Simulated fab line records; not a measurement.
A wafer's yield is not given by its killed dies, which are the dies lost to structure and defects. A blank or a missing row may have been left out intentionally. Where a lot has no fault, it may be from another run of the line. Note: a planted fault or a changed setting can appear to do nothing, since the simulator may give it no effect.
Which of the tools did it? + flow sky130 + 14 lots, 42 wafers sampled, at 5 steps of a route of 708

WHAT THE GAUGES SHOWED, per wafer
SKY_CAP2M_RS_MEAS_03: measurement is done with a four-point probe.
| lot  | measured     | on           | CAP2M_TIN_RS (ohm/sq) |
|------|--------------|--------------|-----------------------|
| L793 | day 38 23:58 | filmMetro-03 | 6.85 6.87 6.89        |
| L795 | day 39 18:56 | filmMetro-01 | 6.89 6.92 6.86        |
| L796 | day 40 08:32 | filmMetro-01 | 7.12 6.99 6.96        |
| L798 | day 40 19:23 | filmMetro-03 | 6.81 6.80 6.88        |
| L799 | day 41 03:32 | filmMetro-01 | 6.89 6.85 6.92        |
| L800 | day 41 15:35 | filmMetro-03 | 6.83 6.89 6.86        |
| L805 | day 42 23:07 | filmMetro-01 | 6.85 6.85 6.96        |
| L809 | day 45 06:04 | filmMetro-01 | 6.93 6.93 6.93        |
| L811 | day 45 16:16 | filmMetro-04 | 7.03 6.91 6.90        |
| L812 | day 45 17:48 | filmMetro-01 | 6.98 6.92 6.96        |
| L814 | day 46 03:09 | filmMetro-04 | 6.84 6.84 6.89        |
| L813 | day 46 09:16 | filmMetro-01 | 6.97 7.01 6.97        |
| L816 | day 46 09:49 | filmMetro-01 | 7.01 6.91 7.03        |
| L815 | day 46 15:18 | filmMetro-04 | 7.02 6.93 6.96        |

SKY_VIA4_BOW_MEAS_03.
| lot  | measured     | on           | VIA4_BOW (um)  |
|------|--------------|--------------|----------------|
| L793 | day 41 04:07 | filmMetro-04 | 78 62 87       |
| L795 | day 41 22:59 | filmMetro-02 | 82 73 70       |
| L796 | day 42 10:58 | filmMetro-02 | 77 71 81       |
| L798 | day 42 21:51 | filmMetro-04 | 80 77 77       |
| L799 | day 43 04:26 | filmMetro-04 | 79 80 64 - - - |
| L800 | day 43 14:58 | filmMetro-02 | 85 84 84 - - - |
| L805 | day 44 21:31 | filmMetro-04 | 80 68 79       |
| L809 | day 47 00:56 | filmMetro-03 | 88 80 87       |
| L811 | day 47 10:40 | filmMetro-02 | 83 79 76       |
| L812 | day 47 12:29 | filmMetro-04 | 79 73 54       |
| L814 | day 47 21:33 | filmMetro-04 | 94 84 90       |
| L813 | day 48 01:44 | filmMetro-04 | 75 74 85       |
| L816 | day 48 02:49 | filmMetro-02 | 68 79 75       |
| L815 | day 48 09:34 | filmMetro-03 | 62 73 63       |

WHICH TOOL RAN EACH LOT (tool, then ch and the chambers of the sampled wafers, then the start)
| lot  | SKY_VIA3_CMP_24               | SKY_METAL4_SPUTTER_02       | SKY_VIA4_CMP_02               |
|------|-------------------------------|-----------------------------|-------------------------------|
| L793 | cmp-02 ch 0,3, day 38 23:18   | pvdSputter-03, day 38 23:39 | cmp-02 ch 0,1,3, day 41 03:48 |
| L795 | cmp-01 ch 0,1, day 39 18:15   | pvdSputter-03, day 39 18:36 | cmp-01 ch 1,3, day 41 22:39   |
| L796 | cmp-01 ch 0,1,2, day 40 07:56 | pvdSputter-03, day 40 08:14 | cmp-02 ch 1,2,3, day 42 10:39 |
| L798 | cmp-01 ch 0,2,3, day 40 18:46 | pvdSputter-01, day 40 19:04 | cmp-02 ch 0,1,2, day 42 21:35 |
| L799 | cmp-02 ch 0,2,3, day 41 02:59 | pvdSputter-01, day 41 03:14 | cmp-02 ch 0,1,2, day 43 04:08 |
| L800 | cmp-01 ch 1,3, day 41 14:57   | pvdSputter-01, day 41 15:15 | cmp-02 ch 0,3, day 43 14:37   |
| L805 | cmp-02 ch 0,2,3, day 42 22:31 | pvdSputter-01, day 42 22:49 | cmp-01 ch 0,1,2, day 44 21:13 |
| L809 | cmp-01 ch 1,2,3, day 45 05:28 | pvdSputter-04, day 45 05:46 | cmp-02 ch 0,2,3, day 47 00:38 |
| L811 | cmp-02 ch 0,2,3, day 45 15:35 | pvdSputter-04, day 45 15:56 | cmp-02 ch 1,2,3, day 47 10:23 |
| L812 | cmp-01 ch 0,1, day 45 17:13   | pvdSputter-03, day 45 17:31 | cmp-02 ch 0,1, day 47 12:11   |
| L814 | cmp-02 ch 1,2,3, day 46 02:30 | pvdSputter-03, day 46 02:51 | cmp-01 ch 0,1,2, day 47 21:15 |
| L813 | cmp-02 ch 0,2,3, day 46 08:37 | pvdSputter-01, day 46 08:58 | cmp-01 ch 0,1,2, day 48 01:29 |
| L816 | cmp-01 ch 2,3, day 46 09:11   | pvdSputter-01, day 46 09:32 | cmp-01 ch 1,2, day 48 02:31   |
| L815 | cmp-01 ch 0,3, day 46 14:37   | pvdSputter-04, day 46 14:58 | cmp-02 ch 0,1,2, day 48 09:20 |
- SKY_VIA3_CMP_24: polishes, stops on SiO2, t overpolish 20 s, target thk 0 nm.
- SKY_METAL4_SPUTTER_02: material AlCu, target thk 735 nm, time 39.1 s.
- SKY_VIA4_CMP_02: polishes SiO2.

AS READ BY THE TOOLS THEMSELVES (means over the sampled wafers that have a number; for cases with no such wafer, the mark the record gives instead)
SKY_VIA3_CMP_24.
| lot  | tool   | edgeZonePressureFrac | motorCurrentA (A) | overpolishRunS (s) | platenRpm (rpm) | timeToEndpointS (s) |
|------|--------|----------------------|-------------------|--------------------|-----------------|---------------------|
| L793 | cmp-02 | 0.999                | 11.2              | 20.007             | 60.01           | 93                  |
| L795 | cmp-01 | 1.006                | 11.2              | 20.003             | 59.99           | 97                  |
| L796 | cmp-01 | 0.998                | 11.5              | 19.988             | 59.98           | 92                  |
| L798 | cmp-01 | 1.003                | 12.1              | 19.999             | 59.99           | 92                  |
| L799 | cmp-02 | 1.001                | 12.1              | 19.995             | 60.00           | 99                  |
| L800 | cmp-01 | 0.996                | 11.5              | 20.001             | 59.97           | 90                  |
| L805 | cmp-02 | 0.996                | 11.9              | 19.998             | 59.97           | 92                  |
| L809 | cmp-01 | 1.004                | 12.0              | 20.000             | 60.04           | 90                  |
| L811 | cmp-02 | 1.000                | 12.2              | 20.004             | 59.99           | 95                  |
| L812 | cmp-01 | 0.998                | 11.4              | 20.007             | 59.97           | 90                  |
| L814 | cmp-02 | 1.004                | 11.6              | 19.996             | 59.98           | 98                  |
| L813 | cmp-02 | 0.998                | 11.8              | 20.008             | 60.01           | 94                  |
| L816 | cmp-01 | 1.002                | 11.7              | 19.997             | 59.97           | 93                  |
| L815 | cmp-01 | 1.003                | 11.6              | 19.988             | 59.99           | 91                  |

SKY_METAL4_SPUTTER_02.
| lot  | tool          | throttleValvePct (%) |
|------|---------------|----------------------|
| L793 | pvdSputter-03 | 31.0                 |
| L795 | pvdSputter-03 | 29.6                 |
| L796 | pvdSputter-03 | 30.0                 |
| L798 | pvdSputter-01 | 30.7                 |
| L799 | pvdSputter-01 | 29.7                 |
| L800 | pvdSputter-01 | 29.1                 |
| L805 | pvdSputter-01 | 29.9                 |
| L809 | pvdSputter-04 | 30.5                 |
| L811 | pvdSputter-04 | 30.4                 |
| L812 | pvdSputter-03 | 31.2                 |
| L814 | pvdSputter-03 | 31.2                 |
| L813 | pvdSputter-01 | 30.7                 |
| L816 | pvdSputter-01 | 29.4                 |
| L815 | pvdSputter-04 | 29.5                 |

SKY_VIA4_CMP_02.
| lot  | tool   | edgeZonePressureFrac | motorCurrentA (A) | platenRpm (rpm) |
|------|--------|----------------------|-------------------|-----------------|
| L793 | cmp-02 | 1.002                | 12.2              | 59.99           |
| L795 | cmp-01 | 0.996                | 12.0              | 60.00           |
| L796 | cmp-02 | 1.000                | 12.5              | 60.00           |
| L798 | cmp-02 | 1.000                | 13.0              | 59.99           |
| L799 | cmp-02 | 0.998                | 13.6              | 59.99           |
| L800 | cmp-02 | 0.999                | 12.6              | 60.01           |
| L805 | cmp-01 | 1.004                | 12.3              | 60.00           |
| L809 | cmp-02 | 1.001                | 13.1              | 59.99           |
| L811 | cmp-02 | 1.002                | 13.1              | 60.05           |
| L812 | cmp-02 | 1.001                | 13.2              | 59.98           |
| L814 | cmp-01 | 1.002                | 13.0              | 60.01           |
| L813 | cmp-01 | 1.000                | 12.8              | 60.03           |
| L816 | cmp-01 | 0.995                | 13.2              | 59.97           |
| L815 | cmp-02 | 1.001                | 13.9              | 60.01           |

THE ANSWER, worked out from the rows above alone
Rule: what is usual is taken from the lots themselves. Put in order of their means at a reading, lots are off if they are a third of the lots or fewer, leave a main group of 4 or more, and stand apart from it by a gap of 3 or more times the standard deviation of the main group's means; of several such gaps the widest counts. Not used: any main group whose means are identical at the precision the tables above print for the reading. Also off: a lot with no number at a reading for which 4 or more lots have one. Where the step has rows for the other lots, those lots are counted as sound. First the gauges in route order, then the tools' own readings, where a lot's mean is used as printed above. At the first step where some lot is off, the reading lying furthest off is the one used; lots without a number count as furthest.
Across all readings shown, no lot is off: no conclusion can be drawn from this.

WHAT THE SIMULATOR HAD INSERTED
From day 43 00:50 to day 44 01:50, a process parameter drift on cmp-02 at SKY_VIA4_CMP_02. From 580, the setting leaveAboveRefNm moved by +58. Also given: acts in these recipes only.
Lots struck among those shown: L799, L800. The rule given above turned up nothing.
